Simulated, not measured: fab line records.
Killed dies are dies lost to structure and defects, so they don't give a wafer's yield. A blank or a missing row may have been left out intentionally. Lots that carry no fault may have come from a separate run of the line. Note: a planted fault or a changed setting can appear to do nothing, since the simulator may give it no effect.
One fault seen from 2 desks / flow gf180mcu / only its own numbers are on each desk; what lay behind them is given at the end

THE METROLOGY DESK
What the gauges read, lot by lot, whatever tool the lot ran on: means of the sampled wafers that have a number. The brackets show how far a lot's mean lies from the usual mean; more than 4 standard deviations puts the lot out of limits, marked OUT.
Columns: A = M1_ALCU_THK at GF_M1_THK_MEAS_06, usual 441 nm
lot=L291; first seen here=day 16 00:16; A=439
lot=L292; first seen here=day 16 12:47; A=449
lot=L294; first seen here=day 17 05:24; A=436
lot=L296; first seen here=day 18 04:01; A=449
lot=L297; first seen here=day 18 07:17; A=451
lot=L298; first seen here=day 18 22:28; A=442
lot=L300; first seen here=day 19 18:08; A=438
lot=L301; first seen here=day 19 23:44; A=441
lot=L302; first seen here=day 20 08:01; A=435
lot=L307; first seen here=day 21 22:08; A=443
lot=L308; first seen here=day 22 08:50; A=440
lot=L309; first seen here=day 22 18:35; A=438
lot=L310; first seen here=day 23 01:33; A=436
lot=L311; first seen here=day 23 06:14; A=438
Finding of this desk: none of the 14 lots has anything out of limits.

FOR THE TOOL OWNER'S DESK: litho-track-01
The tool's own readings at GF_M1_PEB_12 (peb time 90 s): means of the sampled wafers that have a number, for each lot that ran on this tool. The brackets show how far a lot's mean lies from the usual mean; more than 4 standard deviations puts the lot out of limits, marked OUT.
Columns: A = chill-plate-temp-C at GF_M1_PEB_12, usual 23.02 C; B = exhaust-pa at GF_M1_PEB_12, usual 45.1 Pa
lot=L291; first seen here=day 16 22:44; A=22.97; B=44.6
lot=L301; first seen here=day 20 23:19; A=22.83; B=45.3
lot=L307; first seen here=day 22 21:05; A=23.01; B=44.4
lot=L311; first seen here=day 24 04:11; A=23.08; B=45.7
Finding of this desk: none of the 4 lots has anything out of limits.

ALL TOGETHER
At the metrology desk, nothing out of limits was observed.
The tool owner's desk saw nothing out of limits.

WHAT WAS PUT IN BY THE SIMULATOR
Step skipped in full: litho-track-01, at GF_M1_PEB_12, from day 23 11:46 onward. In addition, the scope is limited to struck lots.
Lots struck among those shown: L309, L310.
